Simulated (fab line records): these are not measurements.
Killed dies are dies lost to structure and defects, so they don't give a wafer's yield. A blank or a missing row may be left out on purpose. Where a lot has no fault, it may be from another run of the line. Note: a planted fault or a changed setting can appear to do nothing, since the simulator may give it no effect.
Chamber matching ; flow gf180mcu ; cmp-01 running GF_STI_CMP_25: 4 sister chambers
The step polishes, stops on Si3N4, t overpolish 33 s, target thk 524.6 nm. 27 wafers are shown with their chamber, then 12 later ones without.

EACH WAFER AND ITS CHAMBER
wafer;chamber;motor_current_A (A);overpolish_run_s (s);time_to_endpoint_s (s)
L077.1;2;13.2;33.016;121
L077.2;1;12.4;33.003;122
L077.4;3;11.1;32.987;123
L078.2;0;11.0;32.989;122
L078.5;2;12.9;32.997;128
L078.6;3;11.6;32.998;123
L079.1;0;11.1;33.009;121
L079.4;2;13.6;33.015;121
L079.6;3;11.2;32.989;123
L082.1;0;11.1;33.012;120
L082.3;2;12.5;32.999;119
L082.4;3;11.8;32.989;119
L083.4;0;10.9;33.001;114
L083.5;0;11.1;33.004;117
L083.6;1;12.6;33.002;118
L084.1;1;12.4;33.008;121
L084.4;3;11.4;33.001;118
L084.5;2;13.4;33.002;121
L086.4;3;11.7;32.998;118
L086.5;0;10.2;33.003;119
L086.6;1;12.3;33.016;118
L087.1;0;10.7;33.019;120
L087.3;1;12.1;32.997;122
L087.4;3;11.8;33.011;123
L089.1;1;12.4;33.010;123
L089.3;0;10.5;33.002;125
L089.4;3;11.3;32.997;125

SIGNATURES, as means of the wafers listed above
reading;chamber 0;chamber 1;chamber 2;chamber 3;scatter within a chamber
motor_current_A;10.825;12.367;13.120;11.488;0.308
overpolish_run_s;33.00487;33.00600;33.00580;32.99625;0.00818
time_to_endpoint_s;119.75;120.67;122.00;121.50;2.94
Rule: a wafer lies at a distance from a chamber equal to the root of the sum of squares, over the readings, of (its reading less the chamber's mean, divided by the reading's scatter). The wafer belongs to the nearest chamber; if the next one is less than 2 further off, it can't be placed. The scatter is the square root of a quotient: the sum, over the shown wafers, of each reading's squared deviation from its chamber's mean, divided by wafers minus chambers.

WAFERS WITHOUT THEIR CHAMBER
wafer;motor_current_A (A);overpolish_run_s (s);time_to_endpoint_s (s)
L091.1;12.5;32.996;121
L091.3;11.0;33.012;125
L091.5;10.6;32.994;125
L092.2;12.9;33.012;131
L092.3;10.9;32.985;128
L092.5;11.0;32.995;127
L093.1;11.5;32.997;128
L093.2;12.9;32.993;126
L093.6;13.3;32.995;124
L095.1;11.6;32.994;125
L095.2;11.2;32.992;126
L095.3;12.0;33.000;123

THE CHAMBER EACH PASSED THROUGH
wafer;from the rows above;in truth
L091.1;can't be placed: 1 or 2 or 3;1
L091.3;can't be placed: 0 or 3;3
L091.5;can't be placed: 0 or 3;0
L092.2;can't be placed: 2 or 1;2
L092.3;can't be placed: 3 or 0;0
L092.5;can't be placed: 3 or 0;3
L093.1;can't be placed: 3 or 0 or 1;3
L093.2;can't be placed: 2 or 1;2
L093.6;can't be placed: 2 or 1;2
L095.1;can't be placed: 3 or 1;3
L095.2;can't be placed: 3 or 0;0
L095.3;can't be placed: 1 or 3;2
Correctly placed: 0 of 12. Not placeable from these rows: 12 (in 11, the candidates include the true chamber). Placed wrongly: 0.
